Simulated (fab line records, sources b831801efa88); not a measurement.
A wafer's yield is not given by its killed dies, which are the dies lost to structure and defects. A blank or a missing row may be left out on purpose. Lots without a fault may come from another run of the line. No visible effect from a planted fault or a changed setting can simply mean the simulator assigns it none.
fab line records + flow sfqLine
record
- lots=6
- wafers=18
- lastDay=91
route steps=325 shown I0@43 M1@58 I1@73 M8@325
lots untouched by any fault: they come from a run of this same line in which no faults occurred
startH: start of the lot's first displayed wafer, in hours after the record's first day + waitH: time in hours since the lot's previous step + " same as the row above + L1.1+2: a single row standing in for several wafers + - no value, or no start given + * or withheld: withheld + < > ~ a bound
route shown NAME@n: a module of which the file shows steps, and the number in the route of the first + usual: average and standard deviation across the fault-free wafers + same: alike in all rows + chamber/n: place in a boat + sites: per-site readings + _std_site: the values' standard deviation + _edge_site: outer sites' mean less inner sites' + radiusMm: how far each site lies from the wafer's centre + mask NAME#n: copy n + behind: the tool/chamber that last shaped the wafer + hold: what put the lot on hold/how long, in hours/how the hold closed + device: transistor that didn't switch, given as n, p or np + end of line: the route-end tests of the same wafers + for a step that has no rows: nothing shown but its recipe + killed: at the first sort, the dies lost to defects and structure; wafer yield is something else + map: per-die view of a wafer (x killed, . not killed, _ where there is no die)
set.NAME: setting as actually run; set.NAME@STEP: the setting as run at that earlier step + model.NAME: the simulator's own value behind a step, which no gauge read
lots at selected steps of the route; one table per step, one row per wafer
services: a tool's chamber out of use, with start hour (startH, from the record's first day; less than 0 if before it), hours out, and reason
## steps
# step SFQ_TRILAYER_I0_DEP_PECVD_027
# recipe
- material=SiO2
- tempC=150
- timeS=111.11
- pressureTorr=2.4
- rfW=183.3
- precursor=SiH4/N2O
- targetThkNm=500
# step SFQ_TRILAYER_I0_CMP_CMP_028
# recipe
- material=SiO2
- downForcePsi=3
- platenRpm=60
- padVelocityMS=0.94248
# usual
- motorCurrentA=10.0/1.3
- timeToEndpointS=214/6.1
| lot.wafer | tool   | chamber | startH | waitH | motorCurrentA | timeToEndpointS |
|-----------|--------|---------|--------|-------|---------------|-----------------|
| L492.2    | cmp-01 | 1       | 266.44 | 6.4   | 9.2           | 213             |
| L492.1    | "      | 2       | "      | "     | 11.9          | 208             |
| L492.5    | "      | 2       | 268.94 | 8.9   | 12.4          | 217             |
| L495.1    | cmp-01 | 2       | 272.94 | 4.2   | 12.1          | 204             |
| L495.3    | "      | 3       | "      | "     | 8.6           | 219             |
| L495.4    | "      | 0       | "      | "     | 9.2           | 216             |
| L502.3    | cmp-01 | 0       | 351.68 | 4.8   | 8.6           | 214             |
| L502.2    | "      | 3       | 353.18 | 6.3   | 8.3           | 214             |
| L502.6    | "      | 0       | "      | "     | 8.5           | 217             |
| L503.1    | cmp-02 | 2       | 356.38 | 0.0   | 11.3          | 215             |
| L503.3    | "      | 3       | "      | "     | 8.2           | 213             |
| L503.4    | "      | 1       | 357.88 | 1.5   | 10.3          | 217             |
| L513.4    | cmp-02 | 2       | 438.89 | 0.5   | 12.0          | 221             |
| L513.3    | "      | 3       | "      | "     | 8.7           | 220             |
| L513.5    | "      | 1       | 440.39 | 2.0   | 9.7           | 228             |
| L514.4    | cmp-02 | 0       | 450.89 | 0.5   | 10.8          | 218             |
| L514.6    | "      | 3       | 452.39 | 2.0   | 8.5           | 217             |
| L514.5    | "      | 0       | "      | "     | 10.4          | 220             |
# step SFQ_I0_BOW_MEAS_907
# recipe
- mode=bow
# usual
- I0_BOW=0/7.2
| lot.wafer | tool         | chamber | startH | waitH | I0_BOW[um] |
|-----------|--------------|---------|--------|-------|------------|
| L492.1    | filmMetro-01 | -       | 269.44 | 2.0   | -4         |
| L492.2    | "            | -       | "      | "     | 9          |
| L492.5    | "            | -       | "      | "     | 9          |
| L495.1    | filmMetro-02 | -       | 275.44 | 2.0   | 9          |
| L495.3    | "            | -       | "      | "     | 9          |
| L495.4    | "            | -       | "      | "     | 3          |
| L502.2    | filmMetro-02 | -       | 354.70 | 1.0   | 5          |
| L502.3    | "            | -       | "      | "     | -2         |
| L502.6    | "            | -       | "      | "     | 13         |
| L503.1    | filmMetro-03 | -       | 359.38 | 2.5   | 6          |
| L503.3    | "            | -       | "      | "     | 8          |
| L503.4    | "            | -       | "      | "     | -5         |
| L513.3    | filmMetro-01 | -       | 441.43 | 1.5   | -4         |
| L513.4    | "            | -       | "      | "     | 0          |
| L513.5    | "            | -       | "      | "     | 3          |
| L514.4    | filmMetro-02 | -       | 453.45 | 2.1   | -6         |
| L514.5    | "            | -       | "      | "     | 2          |
| L514.6    | "            | -       | "      | "     | -12        |
# step SFQ_TRILAYER_I0_METRO_MEASURE_029
# step SFQ_TRILAYER_I0_VIA_LITHO_COAT_036
# recipe
- resist=BARC
- spinRpm=3000
- resistThkNm=62
# step SFQ_TRILAYER_I0_VIA_LITHO_COAT_031
# recipe
- resist=KrF
- spinRpm=3000
- resistThkNm=650
# step SFQ_TRILAYER_I0_VIA_LITHO_SOFTBAKE_035
# recipe
- tempC=withheld
- timeS=withheld
- resist=KrF
# step SFQ_TRILAYER_I0_VIA_LITHO_EXPOSE_032
# recipe
- maskId=I0
- na=0.6
- sourceShape=conventional
- sigmaOuter=0.65
- targetCdNm=500
- doseMj=21.3
# step SFQ_TRILAYER_I0_VIA_LITHO_PEB_034
# recipe
- pebTempC=115
- pebTimeS=60
- resist=KrF
# step SFQ_TRILAYER_I0_VIA_LITHO_DEVELOP_033
# recipe
- timeS=60
- resist=KrF
# step SFQ_I0_OVL_MEAS_908
# usual
- I0_OVL=2/5.7
| lot.wafer | tool       | chamber | startH | waitH | I0_OVL[nm] |
|-----------|------------|---------|--------|-------|------------|
| L492.1    | overlay-01 | -       | 388.90 | 0.1   | 0          |
| L492.2    | "          | -       | "      | "     | -2         |
| L492.5    | "          | -       | "      | "     | 6          |
| L495.1    | overlay-01 | -       | 398.50 | 0.1   | 6          |
| L495.3    | "          | -       | "      | "     | 0          |
| L495.4    | "          | -       | "      | "     | -2         |
| L502.2    | overlay-01 | -       | 499.07 | 0.1   | -4         |
| L502.3    | "          | -       | "      | "     | -4         |
| L502.6    | "          | -       | "      | "     | -6         |
| L503.1    | overlay-02 | -       | 507.58 | 0.1   | -1         |
| L503.3    | "          | -       | "      | "     | -2         |
| L503.4    | "          | -       | "      | "     | 0          |
| L513.3    | overlay-02 | -       | 607.41 | 0.1   | 3          |
| L513.4    | "          | -       | "      | "     | 10         |
| L513.5    | "          | -       | "      | "     | 7          |
| L514.4    | overlay-01 | -       | 621.82 | 0.1   | -9         |
| L514.5    | "          | -       | "      | "     | -2         |
| L514.6    | "          | -       | "      | "     | -11        |
# step SFQ_TRILAYER_I0_VIA_BARC_OPEN_VIA_ETCH_046
# recipe
- maskMaterial=PR
- chemistry=O2
- targetDepthNm=125
- target=BARC
- sourceW=500
- biasW=80
- pressureMtorr=30
- timeS=41.7
# step SFQ_TRILAYER_I0_VIA_ETCH_VIA_ETCH_034
# recipe
- target=SiO2
- stopOn=Nb
- maskMaterial=PR
- taperDeg=20
- chemistry=CHF3
- targetDepthNm=260
- sourceW=500
- biasW=80
- pressureMtorr=30
- timeS=withheld
# usual
- biasW=80.01/0.23
- chamberPressureMTorr=30.000/0.028
- drypumpMotorCurrentA=5.7/0.37
- oesProductAu=0.855/0.0046
| lot.wafer | tool       | chamber | startH | waitH | biasW | chamberPressureMTorr | drypumpMotorCurrentA | oesProductAu | model.KrF_of_TRILAYER_I0_VIA_LITHO_COAT_031.thkNm |
|-----------|------------|---------|--------|-------|-------|----------------------|----------------------|--------------|---------------------------------------------------|
| L492.1    | rieDiel-02 | 2       | 388.98 | 0.0   | 80.06 | 29.977               | 6.1                  | 0.857        | 526.2                                             |
| L492.2    | "          | 3       | "      | "     | 79.91 | 29.994               | 5.4                  | 0.856        | 523.7                                             |
| L492.5    | "          | 2       | "      | "     | 79.92 | 29.993               | 6.1                  | 0.849        | 528.9                                             |
| L495.1    | rieDiel-01 | 0       | 398.58 | 0.0   | 80.22 | 30.020               | 5.4                  | 0.856        | 531.3                                             |
| L495.3    | "          | 3       | "      | "     | 80.33 | 29.944               | 5.9                  | 0.857        | 530.9                                             |
| L495.4    | "          | 1       | "      | "     | 80.07 | 29.982               | 5.8                  | 0.848        | 534.7                                             |
| L502.2    | rieDiel-02 | 0       | 499.14 | 0.0   | -     | -                    | -                    | -            | 570.7                                             |
| L502.3    | "          | 3       | "      | "     | -     | -                    | -                    | -            | 572.2                                             |
| L502.6    | "          | 1       | "      | "     | -     | -                    | -                    | -            | 572.5                                             |
| L503.1    | rieDiel-02 | 2       | 507.66 | 0.0   | -     | -                    | -                    | -            | 573.8                                             |
| L503.3    | "          | 3       | "      | "     | -     | -                    | -                    | -            | 573.4                                             |
| L503.4    | "          | 0       | "      | "     | -     | -                    | -                    | -            | 573.6                                             |
| L513.3    | rieDiel-03 | 1       | 607.48 | 0.0   | 79.89 | 29.961               | 5.9                  | 0.855        | 530.6                                             |
| L513.4    | "          | 3       | "      | "     | 80.06 | 30.017               | 6.0                  | 0.859        | 527.3                                             |
| L513.5    | "          | 2       | "      | "     | 79.87 | 29.969               | 5.7                  | 0.859        | 526.6                                             |
| L514.4    | rieDiel-03 | 2       | 621.88 | 0.0   | 80.34 | 30.026               | 5.7                  | 0.855        | 526                                               |
| L514.5    | "          | 1       | "      | "     | 80.14 | 30.002               | 5.8                  | 0.854        | 528.4                                             |
| L514.6    | "          | 0       | "      | "     | 79.91 | 30.014               | 5.1                  | 0.856        | 525.5                                             |
# step SFQ_TRILAYER_I0_VIA_STRIP_STRIP_035
# recipe
- gas=O2
- powerW=200
- platenTempC=40
- overashFraction=0.65
- chemistry=O2
- pressureMtorr=50
# step SFQ_TRILAYER_I0_VIA_STRIP_SOLV_CLEAN_036
# recipe
- chemistry=NMP
- tempC=70
- timeS=600
# step SFQ_TRILAYER_M1_DEP_PRE_CLEAN_038
# recipe
- gas=Ar
- timeS=22.5
- biasV=250
# step SFQ_TRILAYER_M1_DEP_SPUTTER_037
# recipe
- material=Nb
- basePressurePa=1.33e-06
- chamberPressurePa=0.1333
- substrateTempC=20
- resputterCathodeVoltageV=400
- targetThkNm=200
- powerW=2000
- timeS=133.3
# step SFQ_M1_RS_MEAS_909
# recipe
- thkMeasGauge=four-point-probe
- reads=Nb_of_TRILAYER_M1_DEP_SPUTTER_037
# usual
- M1_NB_RS=0.889/0.0088
| lot.wafer | tool         | chamber | startH | waitH | M1_NB_RS[ohm/sq] |
|-----------|--------------|---------|--------|-------|------------------|
| L492.1    | filmMetro-03 | -       | 390.60 | 0.1   | 0.878            |
| L492.2    | "            | -       | "      | "     | 0.882            |
| L492.5    | "            | -       | "      | "     | 0.876            |
| L495.1    | filmMetro-03 | -       | 399.59 | 0.0   | 0.882            |
| L495.3    | "            | -       | "      | "     | 0.880            |
| L495.4    | "            | -       | "      | "     | 0.882            |
| L502.2    | filmMetro-01 | -       | 500.16 | 0.1   | 0.890            |
| L502.3    | "            | -       | "      | "     | 0.887            |
| L502.6    | "            | -       | "      | "     | 0.883            |
| L503.1    | filmMetro-03 | -       | 508.67 | 0.0   | 0.887            |
| L503.3    | "            | -       | "      | "     | 0.877            |
| L503.4    | "            | -       | "      | "     | 0.888            |
| L513.3    | filmMetro-03 | -       | 608.53 | 0.1   | 0.892            |
| L513.4    | "            | -       | "      | "     | 0.889            |
| L513.5    | "            | -       | "      | "     | 0.895            |
| L514.4    | filmMetro-01 | -       | 622.95 | 0.1   | 0.905            |
| L514.5    | "            | -       | "      | "     | 0.905            |
| L514.6    | "            | -       | "      | "     | 0.907            |
# step SFQ_TRILAYER_M1_LITHO_COAT_044
# recipe
- resist=BARC
- spinRpm=3000
- resistThkNm=62
# step SFQ_TRILAYER_M1_LITHO_COAT_039
# recipe
- resist=KrF
- spinRpm=2949
- resistThkNm=600
# step SFQ_TRILAYER_M1_LITHO_SOFTBAKE_043
# recipe
- tempC=withheld
- timeS=withheld
- resist=KrF
# step SFQ_TRILAYER_M1_LITHO_EXPOSE_040
# recipe
- maskId=M1
- na=0.6
- sourceShape=conventional
- sigmaOuter=0.65
- targetCdNm=500
- doseMj=14.4
# step SFQ_TRILAYER_M1_LITHO_PEB_042
# recipe
- pebTempC=115
- pebTimeS=60
- resist=KrF
# step SFQ_TRILAYER_M1_LITHO_DEVELOP_041
# recipe
- timeS=60
- resist=KrF
# step SFQ_M1_OVL_MEAS_911
# usual
- M1_OVL=-2/5.9
| lot.wafer | tool       | chamber | startH | waitH | M1_OVL[nm] |
|-----------|------------|---------|--------|-------|------------|
| L492.1    | overlay-02 | -       | 545.51 | 0.1   | -2         |
| L492.2    | "          | -       | "      | "     | -2         |
| L492.5    | "          | -       | "      | "     | -1         |
| L495.1    | overlay-01 | -       | 561.11 | 0.1   | -3         |
| L495.3    | "          | -       | "      | "     | 0          |
| L495.4    | "          | -       | "      | "     | -11        |
| L502.2    | overlay-01 | -       | 663.41 | 0.1   | 4          |
| L502.3    | "          | -       | "      | "     | 10         |
| L502.6    | "          | -       | "      | "     | 3          |
| L503.1    | overlay-02 | -       | 689.47 | 0.1   | -6         |
| L503.3    | "          | -       | "      | "     | -6         |
| L503.4    | "          | -       | "      | "     | -5         |
| L513.3    | overlay-01 | -       | 778.96 | 0.1   | -3         |
| L513.4    | "          | -       | "      | "     | 8          |
| L513.5    | "          | -       | "      | "     | -4         |
| L514.4    | overlay-01 | -       | 786.17 | 0.1   | -3         |
| L514.5    | "          | -       | "      | "     | -4         |
| L514.6    | "          | -       | "      | "     | -4         |
# step SFQ_TRILAYER_M1_BARC_OPEN_METAL_ETCH_054
# recipe
- maskMaterial=PR
- chemistry=O2
- targetDepthNm=125
- target=BARC
- icpW=600
- biasW=83.06
- pressureMtorr=10
- timeS=41.7
# usual
- biasW=83.09/0.25
- chamberPressureMTorr=9.999/0.0084
- drypumpMotorCurrentA=5.8/0.4
- heBacksideLeakSccm=3.37/0.25
- oesProductAu=0.685/0.0051
# same
- timeS=41.7
| lot.wafer | tool        | chamber | startH | waitH | biasW | chamberPressureMTorr | drypumpMotorCurrentA | heBacksideLeakSccm | oesProductAu | rfHoursCounterH |
|-----------|-------------|---------|--------|-------|-------|----------------------|----------------------|--------------------|--------------|-----------------|
| L492.1    | rieMetal-03 | 1       | 545.55 | 0.0   | 83.60 | 10.002               | 6.0                  | 3.02               | 0.689        | 36              |
| L492.2    | "           | 0       | "      | "     | 82.78 | 9.978                | 6.1                  | 3.75               | 0.689        | 91              |
| L492.5    | "           | 1       | "      | "     | 83.58 | 9.999                | 6.0                  | 3.18               | 0.689        | -               |
| L495.1    | rieMetal-02 | 0       | 561.15 | 0.0   | 83.29 | 10.001               | 6.3                  | 3.13               | 0.678        | 12              |
| L495.3    | "           | 1       | "      | "     | 83.17 | 10.000               | 5.4                  | 3.17               | 0.686        | -               |
| L495.4    | "           | 0       | "      | "     | 82.76 | 9.999                | 6.3                  | 3.13               | 0.680        | -               |
| L502.2    | rieMetal-02 | 0       | 663.44 | 0.0   | 83.35 | 10.007               | 6.3                  | 3.52               | 0.692        | 26              |
| L502.3    | "           | 0       | "      | "     | 83.40 | 10.009               | 6.3                  | 3.14               | 0.687        | -               |
| L502.6    | "           | 1       | "      | "     | 83.29 | 9.988                | 5.5                  | 3.13               | 0.686        | -               |
| L503.1    | rieMetal-03 | 1       | 689.51 | 0.0   | 83.06 | 10.002               | 6.0                  | 3.45               | 0.689        | 57              |
| L503.3    | "           | 0       | "      | "     | 83.52 | 9.996                | 6.1                  | 3.70               | 0.690        | -               |
| L503.4    | "           | 1       | "      | "     | 83.11 | 9.997                | 6.0                  | 3.40               | 0.682        | -               |
| L513.3    | rieMetal-04 | 1       | 779.01 | 0.0   | 83.09 | 10.004               | 5.8                  | 3.18               | 0.686        | -               |
| L513.4    | "           | 0       | "      | "     | 82.96 | 9.993                | 5.1                  | 3.39               | 0.681        | -               |
| L513.5    | "           | 0       | "      | "     | 83.18 | 9.972                | 5.1                  | 3.23               | 0.693        | -               |
| L514.4    | rieMetal-03 | 1       | 786.21 | 0.0   | 83.43 | 9.998                | 6.0                  | 3.63               | 0.690        | -               |
| L514.5    | "           | 0       | "      | "     | 82.97 | 10.006               | 6.1                  | 3.75               | 0.680        | -               |
| L514.6    | "           | 1       | "      | "     | 83.54 | 10.011               | 6.0                  | 3.42               | 0.692        | -               |
# step SFQ_TRILAYER_M1_ETCH_METAL_ETCH_042
# recipe
- target=Nb
- stopOn=SiO2
- maskMaterial=PR
- chemistry=Cl2/Ar
- targetDepthNm=240
- icpW=600
- biasW=80
- pressureMtorr=10
- timeS=120
# step SFQ_TRILAYER_M1_STRIP_STRIP_043
# recipe
- gas=O2
- powerW=200
- platenTempC=40
- overashFraction=0.65
- chemistry=O2
- pressureMtorr=50
# usual
- drypumpMotorCurrentA=5.8/0.4
- heBacksideLeakSccm=3.4/0.31
- oesProductAu=1.000/0.0071
| lot.wafer | tool        | chamber | startH | waitH | drypumpMotorCurrentA | heBacksideLeakSccm | oesProductAu | rfHoursCounterH |
|-----------|-------------|---------|--------|-------|----------------------|--------------------|--------------|-----------------|
| L492.1    | rieMetal-03 | 1       | 546.15 | 0.1   | 6.0                  | 3.3                | 0.992        | 36              |
| L492.2    | "           | 0       | "      | "     | 6.1                  | 3.6                | 0.996        | 91              |
| L492.5    | "           | 1       | "      | "     | 6.0                  | 3.5                | 0.988        | -               |
| L495.1    | rieMetal-02 | 0       | 561.33 | 0.1   | 6.3                  | 3.2                | 0.993        | 12              |
| L495.3    | "           | 1       | "      | "     | 5.5                  | 3.2                | 1.007        | -               |
| L495.4    | "           | 0       | "      | "     | 6.3                  | 3.1                | 1.000        | -               |
| L502.2    | rieMetal-02 | 0       | 663.62 | 0.1   | 6.3                  | 3.1                | 0.988        | 26              |
| L502.3    | "           | 0       | "      | "     | 6.3                  | 3.1                | 0.995        | -               |
| L502.6    | "           | 1       | "      | "     | 5.4                  | 3.0                | 0.997        | -               |
| L503.1    | rieMetal-03 | 1       | 689.70 | 0.1   | 6.0                  | 3.4                | 1.005        | 57              |
| L503.3    | "           | 0       | "      | "     | 6.1                  | 3.6                | 1.005        | -               |
| L503.4    | "           | 1       | "      | "     | 6.0                  | 3.5                | 0.992        | -               |
| L513.3    | rieMetal-04 | 1       | 779.37 | 0.2   | 5.8                  | 3.2                | 1.000        | -               |
| L513.4    | "           | 0       | "      | "     | 5.1                  | 3.2                | 0.988        | -               |
| L513.5    | "           | 0       | "      | "     | 5.1                  | 3.1                | 0.994        | -               |
| L514.4    | rieMetal-03 | 1       | 786.57 | 0.2   | 6.0                  | 3.3                | 0.990        | -               |
| L514.5    | "           | 0       | "      | "     | 6.1                  | 3.6                | 1.006        | -               |
| L514.6    | "           | 1       | "      | "     | 6.0                  | 3.4                | 1.009        | -               |
# step SFQ_TRILAYER_M1_STRIP_SOLV_CLEAN_044
# recipe
- chemistry=NMP
- tempC=70
- timeS=600
# step SFQ_TRILAYER_I1_DEP_PECVD_045
# recipe
- material=SiO2
- tempC=150
- timeS=111.11
- pressureTorr=2.4
- rfW=183.3
- precursor=SiH4/N2O
- targetThkNm=500
# step SFQ_TRILAYER_I1_CMP_CMP_046
# recipe
- material=SiO2
- downForcePsi=3
- platenRpm=60
- padVelocityMS=0.94248
# step SFQ_I1_BOW_MEAS_912
# recipe
- mode=bow
# usual
- I1_BOW=1/7.7
| lot.wafer | tool         | chamber | startH | waitH | I1_BOW[um] |
|-----------|--------------|---------|--------|-------|------------|
| L492.1    | filmMetro-04 | -       | 551.07 | 1.0   | -4         |
| L492.2    | "            | -       | "      | "     | 7          |
| L492.5    | "            | -       | "      | "     | 8          |
| L495.1    | filmMetro-04 | -       | 566.09 | 1.5   | 9          |
| L495.3    | "            | -       | "      | "     | 8          |
| L495.4    | "            | -       | "      | "     | 4          |
| L502.2    | filmMetro-01 | -       | 671.99 | 1.5   | 7          |
| L502.3    | "            | -       | "      | "     | 0          |
| L502.6    | "            | -       | "      | "     | 16         |
| L503.1    | filmMetro-02 | -       | 695.88 | 2.0   | 3          |
| L503.3    | "            | -       | "      | "     | 6          |
| L503.4    | "            | -       | "      | "     | -7         |
| L513.3    | filmMetro-02 | -       | 783.08 | 2.0   | -1         |
| L513.4    | "            | -       | "      | "     | 2          |
| L513.5    | "            | -       | "      | "     | 3          |
| L514.4    | filmMetro-02 | -       | 790.28 | 1.1   | -3         |
| L514.5    | "            | -       | "      | "     | 6          |
| L514.6    | "            | -       | "      | "     | -9         |
# step SFQ_TRILAYER_I1_METRO_MEASURE_047
# usual
- thkNm=200.3/1
| lot.wafer | tool         | chamber | startH | waitH | thkNm |
|-----------|--------------|---------|--------|-------|-------|
| L492.1    | filmMetro-04 | -       | 551.19 | 0.1   | 200.2 |
| L492.2    | "            | -       | "      | "     | 200.4 |
| L492.5    | "            | -       | "      | "     | 200.3 |
| L495.1    | filmMetro-04 | -       | 566.21 | 0.1   | 201.7 |
| L495.3    | "            | -       | "      | "     | 200.4 |
| L495.4    | "            | -       | "      | "     | 200.5 |
| L502.2    | filmMetro-01 | -       | 672.29 | 0.3   | 200.3 |
| L502.3    | "            | -       | "      | "     | 199.0 |
| L502.6    | "            | -       | "      | "     | 199.6 |
| L503.1    | filmMetro-02 | -       | 696.00 | 0.1   | 200.1 |
| L503.3    | "            | -       | "      | "     | 199.2 |
| L503.4    | "            | -       | "      | "     | 199.7 |
| L513.3    | filmMetro-02 | -       | 783.56 | 0.5   | 199.3 |
| L513.4    | "            | -       | "      | "     | 200.5 |
| L513.5    | "            | -       | "      | "     | 199.4 |
| L514.4    | filmMetro-02 | -       | 790.94 | 0.6   | 199.3 |
| L514.5    | "            | -       | "      | "     | 200.9 |
| L514.6    | "            | -       | "      | "     | 201.7 |
# step SFQ_TRILAYER_I1_VIA_LITHO_COAT_054
# recipe
- resist=BARC
- spinRpm=3000
- resistThkNm=62
# step SFQ_TRILAYER_I1_VIA_LITHO_COAT_049
# recipe
- resist=KrF
- spinRpm=3000
- resistThkNm=650
# step SFQ_TRILAYER_I1_VIA_LITHO_SOFTBAKE_053
# recipe
- tempC=withheld
- timeS=withheld
- resist=KrF
# step SFQ_TRILAYER_I1_VIA_LITHO_EXPOSE_050
# recipe
- maskId=I1
- na=0.6
- sourceShape=conventional
- sigmaOuter=0.65
- targetCdNm=500
- doseMj=21.3
# step SFQ_TRILAYER_I1_VIA_LITHO_PEB_052
# recipe
- pebTempC=115
- pebTimeS=60
- resist=KrF
# step SFQ_TRILAYER_I1_VIA_LITHO_DEVELOP_051
# recipe
- timeS=60
- resist=KrF
# step SFQ_I1_OVL_MEAS_913
# usual
- I1_OVL=3/5
| lot.wafer | tool       | chamber | startH | waitH | I1_OVL[nm] |
|-----------|------------|---------|--------|-------|------------|
| L492.1    | overlay-01 | -       | 555.27 | 0.1   | 2          |
| L492.2    | "          | -       | "      | "     | 13         |
| L492.5    | "          | -       | "      | "     | 4          |
| L495.1    | overlay-01 | -       | 569.66 | 0.1   | 6          |
| L495.3    | "          | -       | "      | "     | 6          |
| L495.4    | "          | -       | "      | "     | 13         |
| L502.2    | overlay-01 | -       | 680.96 | 0.1   | 6          |
| L502.3    | "          | -       | "      | "     | 10         |
| L502.6    | "          | -       | "      | "     | 7          |
| L503.1    | overlay-01 | -       | 850.87 | 0.1   | 2          |
| L503.3    | "          | -       | "      | "     | 0          |
| L503.4    | "          | -       | "      | "     | 6          |
| L513.3    | overlay-01 | -       | 940.83 | 0.1   | 4          |
| L513.4    | "          | -       | "      | "     | 4          |
| L513.5    | "          | -       | "      | "     | 0          |
| L514.4    | overlay-01 | -       | 949.16 | 0.1   | 4          |
| L514.5    | "          | -       | "      | "     | 2          |
| L514.6    | "          | -       | "      | "     | 1          |
# step SFQ_TRILAYER_I1_VIA_BARC_OPEN_VIA_ETCH_071
# recipe
- maskMaterial=PR
- chemistry=O2
- targetDepthNm=125
- target=BARC
- sourceW=500
- biasW=80
- pressureMtorr=30
- timeS=41.7
# usual
- biasW=79.98/0.28
- chamberPressureMTorr=30.001/0.025
- drypumpMotorCurrentA=5.6/0.43
- oesProductAu=0.685/0.0045
# same
- timeS=41.7
| lot.wafer | tool       | chamber | startH | waitH | biasW | chamberPressureMTorr | drypumpMotorCurrentA | oesProductAu | rfHoursCounterH |
|-----------|------------|---------|--------|-------|-------|----------------------|----------------------|--------------|-----------------|
| L492.1    | rieDiel-02 | 2       | 555.31 | 0.0   | 80.01 | 29.985               | 6.1                  | 0.686        | 0               |
| L492.2    | "          | 1       | "      | "     | 79.92 | 30.044               | 6.0                  | 0.684        | 72              |
| L492.5    | "          | 1       | "      | "     | 79.72 | 29.985               | 6.1                  | 0.685        | -               |
| L495.1    | rieDiel-04 | 1       | 569.70 | 0.0   | 80.29 | 30.000               | 6.0                  | 0.681        | 1               |
| L495.3    | "          | 2       | "      | "     | 79.84 | 29.998               | 5.0                  | 0.689        | 43              |
| L495.4    | "          | 3       | "      | "     | 80.35 | 29.987               | 5.7                  | 0.683        | 0               |
| L502.2    | rieDiel-02 | 3       | 680.99 | 0.0   | 80.33 | 29.996               | 5.5                  | 0.686        | 57              |
| L502.3    | "          | 1       | "      | "     | 80.37 | 29.987               | 6.0                  | 0.682        | 0               |
| L502.6    | "          | 2       | "      | "     | 79.68 | 29.981               | 6.1                  | 0.684        | -               |
| L503.1    | rieDiel-04 | 2       | 850.91 | 0.0   | 79.90 | 29.981               | 5.0                  | 0.689        | 0               |
| L503.3    | "          | 0       | "      | "     | 80.03 | 29.973               | 5.0                  | 0.672        | 6               |
| L503.4    | "          | 1       | "      | "     | 79.99 | 30.022               | 6.0                  | 0.683        | 5               |
| L513.3    | rieDiel-02 | 3       | 940.85 | 0.0   | 79.69 | 30.004               | 5.4                  | 0.690        | 2               |
| L513.4    | "          | 1       | "      | "     | 80.00 | 30.000               | 6.0                  | 0.684        | -               |
| L513.5    | "          | 2       | "      | "     | 80.05 | 29.984               | 6.1                  | 0.690        | -               |
| L514.4    | rieDiel-03 | 3       | 949.18 | 0.0   | 80.38 | 29.991               | 6.0                  | 0.682        | 15              |
| L514.5    | "          | 3       | "      | "     | 80.09 | 29.954               | 6.0                  | 0.684        | -               |
| L514.6    | "          | 2       | "      | "     | 79.93 | 29.959               | 5.7                  | 0.687        | -               |
# step SFQ_M8_BOW_MEAS_951
# recipe
- mode=bow
# usual
- M8_BOW=9/10
| lot.wafer | tool         | chamber | startH  | waitH | M8_BOW[um] | model.etest.i0.linkOhm |
|-----------|--------------|---------|---------|-------|------------|------------------------|
| L492.1    | filmMetro-02 | -       | 2008.62 | 0.0   | 7          | 1.93                   |
| L492.2    | "            | -       | "       | "     | 19         | 1.945                  |
| L492.5    | "            | -       | "       | "     | 19         | 1.927                  |
| L495.1    | filmMetro-03 | -       | 2069.33 | 0.0   | 18         | 1.951                  |
| L495.3    | "            | -       | "       | "     | 18         | 1.952                  |
| L495.4    | "            | -       | "       | "     | 13         | 1.96                   |
| L502.2    | filmMetro-01 | -       | 2096.70 | 0.0   | 15         | 1e+06                  |
| L502.3    | "            | -       | "       | "     | 10         | 1e+06                  |
| L502.6    | "            | -       | "       | "     | 24         | 1e+06                  |
| L503.1    | filmMetro-03 | -       | 2103.86 | 0.0   | 7          | 1e+06                  |
| L503.3    | "            | -       | "       | "     | 10         | 1e+06                  |
| L503.4    | "            | -       | "       | "     | -3         | 1e+06                  |
| L513.3    | filmMetro-01 | -       | 2166.09 | 0.0   | 5          | 1.967                  |
| L513.4    | "            | -       | "       | "     | 9          | 1.958                  |
| L513.5    | "            | -       | "       | "     | 10         | 1.972                  |
| L514.4    | filmMetro-02 | -       | 2175.68 | 0.1   | 11         | 1.988                  |
| L514.5    | "            | -       | "       | "     | 20         | 1.986                  |
| L514.6    | "            | -       | "       | "     | 6          | 1.994                  |
## services
| tool        | chamber | startH | hours | kind   |
|-------------|---------|--------|-------|--------|
| rieDiel-02  | 0       | 259.67 | 21.3  | repair |
| rieDiel-02  | 0       | 283.28 | 2.5   | repair |
| rieDiel-02  | 1       | 308.39 | 3.0   | repair |
| rieMetal-03 | -       | 330.30 | 10.0  | pm     |
| rieDiel-02  | 2       | 343.00 | 3.0   | repair |
| rieMetal-02 | -       | 469.75 | 0.6   | repair |
| rieDiel-02  | 2       | 481.19 | 4.3   | repair |
| rieDiel-02  | 2       | 498.46 | 1.2   | repair |
| rieMetal-02 | 1       | 502.60 | 2.3   | repair |
| rieDiel-02  | 3       | 509.11 | 5.7   | repair |
| rieMetal-03 | -       | 521.13 | 4.4   | repair |
| rieDiel-02  | -       | 535.73 | 0.5   | repair |
| rieMetal-02 | 0       | 580.57 | 3.7   | repair |
| rieDiel-02  | 3       | 598.52 | 12.4  | repair |
| rieMetal-03 | 0       | 679.18 | 2.1   | repair |
| rieDiel-02  | -       | 687.08 | 2.8   | pm     |
| rieDiel-02  | 2       | 721.98 | 3.6   | repair |
| rieDiel-02  | 2       | 837.48 | 7.4   | repair |
| rieMetal-03 | -       | 837.94 | 2.4   | repair |
| rieMetal-03 | -       | 852.75 | 1.3   | repair |
| rieDiel-02  | 3       | 859.08 | 11.5  | repair |
| rieMetal-03 | 0       | 905.28 | 3.3   | repair |
| rieDiel-02  | 0       | 931.19 | 17.8  | repair |
| rieMetal-03 | -       | 932.83 | 0.8   | repair |
## key
firstSign
- step=SFQ_TRILAYER_I0_VIA_ETCH_VIA_ETCH_034
- reading=toolRecord
- direction=missing
effect none on later readings
modelEffect
- step=SFQ_TRILAYER_I0_VIA_ETCH_VIA_ETCH_034
- value=KrF_of_TRILAYER_I0_VIA_LITHO_COAT_031.thkNm
- without=528
- struck=572.7
modelEffect
- step=SFQ_M8_BOW_MEAS_951
- value=etest.i0.linkOhm
- without=1.965
- struck=1e+06
metAt SFQ_TRILAYER_I0_VIA_ETCH_VIA_ETCH_034
struckWafers L502.2,L502.3,L502.6,L503.1,L503.3,L503.4
onsetBetween 388.98 499.14
fault
- kind=skippedStepWhole
- tool=rieDiel-02
- chamber=-
- onsetH=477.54
- steps=SFQ_TRILAYER_I0_VIA_ETCH_VIA_ETCH_034
- scope=struckLotsOnly
